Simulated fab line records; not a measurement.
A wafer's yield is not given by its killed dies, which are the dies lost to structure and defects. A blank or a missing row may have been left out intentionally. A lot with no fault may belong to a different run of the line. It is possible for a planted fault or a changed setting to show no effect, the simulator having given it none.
fab line records | flow sky130
record lots=6 | wafers=18 | last-day=50
route steps=708 shown LDD_HVN@272 LDD_HVP@278 LDD_LDN@289
lots untouched by any fault: they come from a run of this same line in which no faults occurred
start-h: start of the lot's first displayed wafer, in hours after the record's first day | wait-h: how many hours have passed since the lot's step before this one | " same as the row above | L1.1+2: a row that stands for several wafers | - either no value or no given start | * or withheld: withheld | < > ~ a bound
route shown NAME@n: NAME is a module with steps in the file, n the number in the route of the first one | usual: average and standard deviation across the fault-free wafers | same: alike in all rows | chamber/n: place in a boat | sites: per-site readings | _std_site: standard deviation across them | _edge_site: the outer-site mean with the inner-site mean subtracted | radius-mm: for every site, how far away it sits from the centre of the wafer | mask NAME#n: copy n | behind: the last tool/chamber to shape the wafer | hold: reason for holding the lot/hours on hold/outcome of the hold | device: whichever transistor did not switch (one of n, p or np) | end of line: tests run on the same wafers once the route is complete | a step without rows: its recipe alone | killed: count of dies lost to structure and defects at first sort (not the wafer's yield) | map: shows each die of a wafer: x if killed, . if not, _ if none is there
set.NAME: the setting as run; set.NAME@STEP: as run at that earlier step | model.NAME: the simulator's own value behind a step, which no gauge read
lots at some steps of the route; a table a step, a row a wafer
services: when a tool's chamber went out of use (start-h, in hours from the record's first day, below 0 if earlier), for how many hours, and the reason
## steps
# step SKY_LDD_HVN_PEB_05
# recipe temp-c=withheld | time-s=* | resist=NOVOLAK
# step SKY_LDD_HVN_DEVELOP_06
# recipe resist=NOVOLAK | developer=TMAH | develop-time-s=60 | dev-temp-c=23
# step SKY_LDD_HVN_OVL_MEAS_07
# usual LDD_HVN_OVL=0.4/1.5
lot.wafer | tool       | chamber | start-h | wait-h | LDD_HVN_OVL[nm]
L605.1    | overlay-01 | -       | 525.49  | 0.1    | 1.9
L605.4    | "          | -       | "       | "      | 2.5
L605.6    | "          | -       | "       | "      | 1.4
L607.1    | overlay-02 | -       | 542.18  | 0.1    | -0.8
L607.4    | "          | -       | "       | "      | -1.1
L607.6    | "          | -       | "       | "      | -0.6
L608.1    | overlay-02 | -       | 545.92  | 0.1    | -2.6
L608.4    | "          | -       | "       | "      | -0.8
L608.6    | "          | -       | "       | "      | -0.7
L618.2    | overlay-01 | -       | 632.04  | 0.1    | 2.2
L618.4    | "          | -       | "       | "      | 0.1
L618.5    | "          | -       | "       | "      | 0.5
L620.2    | overlay-01 | -       | 644.68  | 0.1    | -2.1
L620.3    | "          | -       | "       | "      | -0.4
L620.5    | "          | -       | "       | "      | 0.1
L621.2    | overlay-02 | -       | 654.53  | 0.1    | -1.6
L621.4    | "          | -       | "       | "      | -0.8
L621.5    | "          | -       | "       | "      | -0.7
# step SKY_LDD_HVN_IMPLANT_08
# recipe species=P | energy-kev=60 | dose-cm2=3e+13 | tilt-deg=40
# step SKY_LDD_HVN_STRIP_09
# recipe chemistry=O2/N2 | power-w=1400 | pressure-mtorr=1500 | platen-temp-c=withheld | o2-flow-sccm=3000 | n2-flow-sccm=300 | overash-fraction=0.5
# usual drypump-motor-current-A=5.92/0.28 | oes-product-au=0.408/0.0049 | strip-time-to-endpoint-s=4.124/0.014
lot.wafer | tool            | chamber | start-h | wait-h | drypump-motor-current-A | oes-product-au | rf-hours-counter-h | strip-time-to-endpoint-s
L605.1    | plasma-asher-03 | 1       | 525.67  | 0.1    | 5.49                    | 0.409          | 9                  | 4.146
L605.4    | "               | 0       | "       | "      | 6.12                    | 0.410          | -                  | 4.134
L605.6    | "               | 0       | "       | "      | 6.13                    | 0.401          | -                  | 4.135
L607.1    | plasma-asher-04 | 1       | 542.36  | 0.1    | 5.65                    | 0.411          | 43                 | 4.117
L607.4    | "               | 0       | "       | "      | 6.09                    | 0.408          | -                  | 4.126
L607.6    | "               | 0       | "       | "      | 6.10                    | 0.407          | -                  | 4.127
L608.1    | plasma-asher-04 | 0       | 546.11  | 0.1    | 6.08                    | 0.402          | 43                 | 4.123
L608.4    | "               | 0       | "       | "      | 6.08                    | 0.408          | -                  | 4.159
L608.6    | "               | 0       | "       | "      | 6.09                    | 0.409          | -                  | 4.124
L618.2    | plasma-asher-04 | 0       | 632.22  | 0.1    | 6.06                    | 0.406          | 51                 | 4.126
L618.4    | "               | 1       | "       | "      | 5.65                    | 0.403          | -                  | 4.111
L618.5    | "               | 0       | "       | "      | 6.08                    | 0.407          | -                  | 4.134
L620.2    | plasma-asher-02 | 1       | 644.86  | 0.1    | 6.26                    | 0.400          | 97                 | 4.144
L620.3    | "               | 0       | "       | "      | 6.02                    | 0.403          | -                  | 4.130
L620.5    | "               | 0       | "       | "      | 6.01                    | 0.412          | -                  | 4.136
L621.2    | plasma-asher-02 | 1       | 654.71  | 0.1    | 6.25                    | 0.402          | 98                 | 4.101
L621.4    | "               | 0       | "       | "      | 6.00                    | 0.415          | -                  | 4.112
L621.5    | "               | 1       | "       | "      | 6.25                    | 0.399          | -                  | 4.131
# step SKY_LDD_HVN_TW_MEAS_10
# usual LDD_HVN_TW=1439/15
lot.wafer | tool          | chamber | start-h | wait-h | LDD_HVN_TW
L605.1    | film-metro-04 | -       | 525.77  | 0.1    | 1449
L605.4    | "             | -       | "       | "      | 1442
L605.6    | "             | -       | "       | "      | 1444
L607.1    | film-metro-03 | -       | 542.46  | 0.1    | 1455
L607.4    | "             | -       | "       | "      | 1452
L607.6    | "             | -       | "       | "      | 1460
L608.1    | film-metro-02 | -       | 546.21  | 0.1    | 1414
L608.4    | "             | -       | "       | "      | 1409
L608.6    | "             | -       | "       | "      | 1415
L618.2    | film-metro-02 | -       | 632.33  | 0.1    | 1426
L618.4    | "             | -       | "       | "      | 1426
L618.5    | "             | -       | "       | "      | 1419
L620.2    | film-metro-04 | -       | 644.97  | 0.1    | 1448
L620.3    | "             | -       | "       | "      | 1452
L620.5    | "             | -       | "       | "      | 1455
L621.2    | film-metro-02 | -       | 654.82  | 0.1    | 1423
L621.4    | "             | -       | "       | "      | 1415
L621.5    | "             | -       | "       | "      | 1409
# step SKY_LDD_HVP_DEHYDRATE_00
# recipe temp-c=200 | time-s=60
# step SKY_LDD_HVP_HMDS_01
# recipe prime-time-s=60 | prime-temp-c=120
# step SKY_LDD_HVP_COAT_02
# recipe resist=NOVOLAK | spin-rpm=3000 | resist-thk-nm=300
# step SKY_LDD_HVP_SOFTBAKE_03
# recipe temp-c=90 | time-s=60 | resist=NOVOLAK
# step SKY_LDD_HVP_EXPOSE_04
# recipe mask-id=HVPTM | na=0.6 | source-shape=conventional | sigma-outer=0.6 | polarization=unpolarized | target-cd-nm=700 | dose-mj=86
# step SKY_LDD_HVP_PEB_05
# recipe temp-c=withheld | time-s=* | resist=NOVOLAK
# step SKY_LDD_HVP_DEVELOP_06
# recipe resist=NOVOLAK | developer=TMAH | develop-time-s=60 | dev-temp-c=23
lot.wafer  | tool           | chamber | start-h | wait-h
L605.1+4+6 | litho-track-04 | 0       | 555.48  | 0.1
L607.1+4+6 | litho-track-03 | 0       | 572.09  | 0.1
L608.1+4+6 | litho-track-04 | 0       | 575.53  | 0.1
L618.2+4+5 | litho-track-03 | 0       | 661.01  | 0.1
L620.2+3+5 | litho-track-03 | 0       | 673.61  | 0.1
L621.2+4+5 | litho-track-04 | 0       | 682.70  | 0.1
# step SKY_LDD_HVP_OVL_MEAS_07
# usual LDD_HVP_OVL=-1.3/1.6
lot.wafer | tool       | chamber | start-h | wait-h | LDD_HVP_OVL[nm]
L605.1    | overlay-01 | -       | 555.63  | 0.1    | -0.3
L605.4    | "          | -       | "       | "      | -2.2
L605.6    | "          | -       | "       | "      | -0.5
L607.1    | overlay-01 | -       | 572.24  | 0.1    | -0.3
L607.4    | "          | -       | "       | "      | -2.1
L607.6    | "          | -       | "       | "      | -2.9
L608.1    | overlay-02 | -       | 575.68  | 0.1    | -3.4
L608.4    | "          | -       | "       | "      | -1.8
L608.6    | "          | -       | "       | "      | -0.6
L618.2    | overlay-01 | -       | 661.14  | 0.1    | -3.0
L618.4    | "          | -       | "       | "      | -2.8
L618.5    | "          | -       | "       | "      | -3.1
L620.2    | overlay-01 | -       | 673.74  | 0.1    | -1.1
L620.3    | "          | -       | "       | "      | -0.6
L620.5    | "          | -       | "       | "      | -2.3
L621.2    | overlay-02 | -       | 682.83  | 0.1    | -2.1
L621.4    | "          | -       | "       | "      | -2.0
L621.5    | "          | -       | "       | "      | -3.2
# step SKY_LDD_HVP_IMPLANT_08
# recipe species=B | energy-kev=20 | dose-cm2=1.7e+13 | tilt-deg=17.9
# step SKY_LDD_HVP_STRIP_09
# recipe chemistry=O2/N2 | power-w=1400 | pressure-mtorr=1500 | platen-temp-c=withheld | o2-flow-sccm=3000 | n2-flow-sccm=300 | overash-fraction=0.5
# usual drypump-motor-current-A=6.08/0.22 | oes-product-au=0.408/0.0047 | strip-time-to-endpoint-s=4.131/0.014
lot.wafer | tool            | chamber | start-h | wait-h | drypump-motor-current-A | oes-product-au | rf-hours-counter-h | strip-time-to-endpoint-s
L605.1    | plasma-asher-02 | 0       | 555.81  | 0.1    | 5.95                    | 0.408          | 88                 | 4.129
L605.4    | "               | 0       | "       | "      | 5.97                    | 0.403          | -                  | 4.116
L605.6    | "               | 0       | "       | "      | 5.98                    | 0.407          | -                  | 4.137
L607.1    | plasma-asher-02 | 0       | 572.42  | 0.1    | 5.97                    | 0.412          | 90                 | 4.132
L607.4    | "               | 0       | "       | "      | 6.01                    | 0.413          | -                  | 4.134
L607.6    | "               | 0       | "       | "      | 5.98                    | 0.408          | -                  | 4.107
L608.1    | plasma-asher-01 | 0       | 575.86  | 0.1    | 6.18                    | 0.404          | 72                 | 4.102
L608.4    | "               | 1       | "       | "      | 6.23                    | 0.403          | -                  | 4.115
L608.6    | "               | 0       | "       | "      | 6.11                    | 0.406          | -                  | 4.126
L618.2    | plasma-asher-02 | 1       | 661.32  | 0.1    | 6.27                    | 0.409          | 99                 | 4.131
L618.4    | "               | 0       | "       | "      | 5.96                    | 0.410          | -                  | 4.114
L618.5    | "               | 1       | "       | "      | 6.25                    | 0.408          | -                  | 4.136
L620.2    | plasma-asher-01 | 0       | 673.92  | 0.1    | 6.18                    | 0.407          | 82                 | 4.123
L620.3    | "               | 0       | "       | "      | 6.13                    | 0.405          | -                  | 4.130
L620.5    | "               | 1       | "       | "      | 6.23                    | 0.402          | -                  | 4.141
L621.2    | plasma-asher-01 | 0       | 683.01  | 0.1    | 6.15                    | 0.415          | 83                 | 4.133
L621.4    | "               | 1       | "       | "      | 6.23                    | 0.408          | -                  | 4.112
L621.5    | "               | 0       | "       | "      | 6.15                    | 0.401          | -                  | 4.141
# step SKY_LDD_HVP_TW_MEAS_10
# usual LDD_HVP_TW=458/3.9
lot.wafer | tool          | chamber | start-h | wait-h | LDD_HVP_TW
L605.1    | film-metro-04 | -       | 555.91  | 0.1    | 458
L605.4    | "             | -       | "       | "      | 457
L605.6    | "             | -       | "       | "      | 458
L607.1    | film-metro-03 | -       | 572.52  | 0.1    | 461
L607.4    | "             | -       | "       | "      | 459
L607.6    | "             | -       | "       | "      | 458
L608.1    | film-metro-03 | -       | 575.96  | 0.1    | 462
L608.4    | "             | -       | "       | "      | 461
L608.6    | "             | -       | "       | "      | 462
L618.2    | film-metro-03 | -       | 661.43  | 0.1    | 462
L618.4    | "             | -       | "       | "      | 75
L618.5    | "             | -       | "       | "      | 76
L620.2    | film-metro-03 | -       | 674.03  | 0.1    | 458
L620.3    | "             | -       | "       | "      | 458
L620.5    | "             | -       | "       | "      | 74
L621.2    | film-metro-04 | -       | 683.12  | 0.1    | 460
L621.4    | "             | -       | "       | "      | 460
L621.5    | "             | -       | "       | "      | 458
# step SKY_LDD_LDN_DEHYDRATE_00
# recipe temp-c=200 | time-s=60
## services
tool            | chamber | start-h | hours | kind
plasma-asher-02 | -       | 506.91  | 13.5  | repair
plasma-asher-01 | -       | 507.33  | 1.5   | repair
plasma-asher-03 | -       | 510.19  | 4.3   | repair
plasma-asher-04 | -       | 574.13  | 7.3   | pm
plasma-asher-02 | -       | 583.73  | 2.8   | pm
litho-track-03  | -       | 601.63  | -     | consumable-replace:filter
plasma-asher-03 | -       | 679.66  | 13.8  | repair
## key
first-sign step=SKY_LDD_HVP_TW_MEAS_10 | reading=LDD_HVP_TW | direction=down | sigmas=98 | usual=458 | struck=75
effect none on later readings
met-at SKY_LDD_HVP_DEVELOP_06
struck-wafers L618.4,L618.5,L620.5
sort-left-out L618.4,L618.5,L620.5
tester-left-out L618,L620
onset-between 572.09 661.01
fault kind=process-parameter-drift | tool=litho-track-03 | chamber=- | onset-h=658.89 | steps=SKY_LDD_HVP_DEVELOP_06 | channel=develop-time-s | offset=* | shape=step | end-h=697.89 | scope=struck-wafers-only | acts-in=* | stated=*
# tester-left-out: of these lots the tester's yield and bins aren't shown, on N5 and GAA mostly nor the transistor test; their killed dies are dies lost to structure and defects alone, not to doping, threshold or leakage, so they don't give the yield
# sort-left-out: the simulated sort isn't trusted on such a fault, so these wafers' sort isn't shown, and their yield isn't known
